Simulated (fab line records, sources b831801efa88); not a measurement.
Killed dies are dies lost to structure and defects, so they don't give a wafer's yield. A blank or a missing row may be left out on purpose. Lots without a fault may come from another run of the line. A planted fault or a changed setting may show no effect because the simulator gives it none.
Which tool did it? | flow gf180mcu | 13 lots, 39 wafers sampled, at 4 steps of a route of 602

WHAT THE GAUGES READ, wafer by wafer
GF_V2_THK_MEAS_25: measures by xrf. Usual: V2_W_THK 358 nm, standard deviation 5.4.
lot  | measured     | on            | V2_W_THK (nm) | flag
L348 | day 20 17:46 | film_metro-03 | 361 362 361   |
L350 | day 21 17:58 | film_metro-04 | 363 361 369   |
L351 | day 22 00:53 | film_metro-01 | 355 361 354   |
L352 | day 22 12:56 | film_metro-01 | 350 353 354   |
L353 | day 22 21:35 | film_metro-04 | 355 358 364   |
L354 | day 23 09:19 | film_metro-04 | 366 371 364   |
L355 | day 23 15:40 | film_metro-01 | 363 357 361   |
L356 | day 24 05:01 | film_metro-04 | 363 361 361   |
L364 | day 26 16:20 | film_metro-04 | 364 365 363   |
L365 | day 26 20:56 | film_metro-04 | 359 361 355   |
L366 | day 27 02:16 | film_metro-03 | 357 348 352   |
L367 | day 27 10:57 | film_metro-01 | 353 359 359   |
L369 | day 28 00:04 | film_metro-03 | 360 355 361   |

GF_V5_THK_MEAS_25: measures by xrf. Usual: V5_W_THK 357 nm, standard deviation 4.6.
lot  | measured     | on            | V5_W_THK (nm) | flag
L348 | day 27 14:04 | film_metro-04 | 357 358 358   |
L350 | day 28 10:59 | film_metro-02 | 362 364 362   |
L351 | day 28 16:37 | film_metro-04 | 359 355 359   |
L352 | day 29 03:07 | film_metro-01 | 364 351 355   |
L353 | day 29 09:55 | film_metro-02 | 356 355 354   |
L354 | day 29 17:40 | film_metro-02 | 353 354 349   |
L355 | day 30 02:12 | film_metro-01 | 360 354 360   |
L356 | day 30 10:44 | film_metro-02 | 360 360 355   |
L364 | day 32 13:42 | film_metro-01 | 349 349 349   |
L365 | day 32 17:17 | film_metro-01 | 359 359 357   |
L366 | day 32 20:11 | film_metro-04 | 355 356 354   |
L367 | day 33 04:04 | film_metro-01 | 346 345 347   |
L369 | day 33 12:46 | film_metro-02 | 364 362 363   |

WHICH TOOL RAN EACH LOT (tool, then ch and the chambers of the sampled wafers, then the start)
lot  | GF_V3_SPUTTER_21             | GF_V4_ETCH_17
L348 | pvd_sputter-03, day 22 20:34 | rie_diel-02 ch 1,2,3, day 24 19:00
L350 | pvd_sputter-02, day 23 19:29 | rie_diel-03 ch 0,1, day 25 16:00
L351 | pvd_sputter-01, day 24 01:49 | rie_diel-02 ch 1,2,3, day 25 23:00
L352 | pvd_sputter-01, day 24 13:08 | rie_diel-02 ch 0,2,3, day 26 10:00
L353 | pvd_sputter-03, day 24 21:40 | rie_diel-04 ch 0,2,3, day 26 17:00
L354 | pvd_sputter-02, day 25 07:10 | rie_diel-03 ch 0,3, day 27 02:00
L355 | pvd_sputter-02, day 25 14:58 | rie_diel-02 ch 0,1,3, day 27 11:00
L356 | pvd_sputter-03, day 26 03:38 | rie_diel-02 ch 1,2,3, day 27 21:00
L364 | pvd_sputter-03, day 28 11:33 | rie_diel-02 ch 1,2,3, day 30 03:00
L365 | pvd_sputter-02, day 28 15:49 | rie_diel-02 ch 1,2,3, day 30 08:00
L366 | pvd_sputter-03, day 28 19:18 | rie_diel-03 ch 1,2, day 30 11:00
L367 | pvd_sputter-01, day 29 04:19 | rie_diel-03 ch 2,3, day 30 20:00
L369 | pvd_sputter-02, day 29 17:31 | rie_diel-03 ch 0,1,2, day 31 07:00
- GF_V3_SPUTTER_21: material Ti, target thk 15 nm, time 80.02 s.
- GF_V4_ETCH_17: etches SiO2 in C4F8/O2/Ar, stops on TiN, target depth 630 nm.

WHAT THE TOOLS THEMSELVES READ (means of the sampled wafers that have a number; where no wafer has one, the mark that the record gives instead)
GF_V3_SPUTTER_21. Usual: throttle_valve_pct 30.1 %, standard deviation 1.1.
lot  | tool           | throttle_valve_pct (%) | flag
L348 | pvd_sputter-03 | 31.6                   |
L350 | pvd_sputter-02 | 29.9                   |
L351 | pvd_sputter-01 | 29.5                   |
L352 | pvd_sputter-01 | 30.3                   |
L353 | pvd_sputter-03 | 30.4                   |
L354 | pvd_sputter-02 | 29.8                   |
L355 | pvd_sputter-02 | 29.9                   |
L356 | pvd_sputter-03 | 30.4                   |
L364 | pvd_sputter-03 | 30.7                   |
L365 | pvd_sputter-02 | 29.7                   |
L366 | pvd_sputter-03 | 30.7                   |
L367 | pvd_sputter-01 | 30.2                   |
L369 | pvd_sputter-02 | 30.4                   |

GF_V4_ETCH_17. Usual: bias_w 1201 W, standard deviation 4.2; oes_product_au 0.856 a.u., standard deviation 0.0046.
lot  | tool        | bias_w (W) | oes_product_au (a.u.) | flag
L348 | rie_diel-02 | 1202       | 0.854                 |
L350 | rie_diel-03 | 1202       | 0.857                 |
L351 | rie_diel-02 | 1202       | 0.849                 |
L352 | rie_diel-02 | 1204       | 0.853                 |
L353 | rie_diel-04 | 1199       | 0.860                 |
L354 | rie_diel-03 | 1206       | 0.852                 |
L355 | rie_diel-02 | 1159       | 0.858                 | OFF
L356 | rie_diel-02 | 1160       | 0.855                 | OFF
L364 | rie_diel-02 | 1200       | 0.861                 |
L365 | rie_diel-02 | 1200       | 0.858                 |
L366 | rie_diel-03 | 1201       | 0.853                 |
L367 | rie_diel-03 | 1198       | 0.855                 |
L369 | rie_diel-03 | 1197       | 0.855                 |

THE ANSWER, worked out from the rows above alone
Rule: a lot is off if the mean of its wafers that have a number lies more than 3 standard deviations from the usual mean. A lot without any number at a reading at which 4 lots or more have one is off too. The other lots that the step has rows for count as sound. The gauges are gone through in route order, then the tools' own readings, and for those a lot's mean is taken as printed above. The first step at which some lot is off is used, and at that step the reading that is off furthest; a lot without a number counts as furthest.
Off: L355, L356, at GF_V4_ETCH_17 (bias_w).
A tool fits if, at that step or a process step before it, it ran every lot that is off, and no sound lot after the first of them. None of those tried fits.

WHAT THE SIMULATOR HAD PUT IN
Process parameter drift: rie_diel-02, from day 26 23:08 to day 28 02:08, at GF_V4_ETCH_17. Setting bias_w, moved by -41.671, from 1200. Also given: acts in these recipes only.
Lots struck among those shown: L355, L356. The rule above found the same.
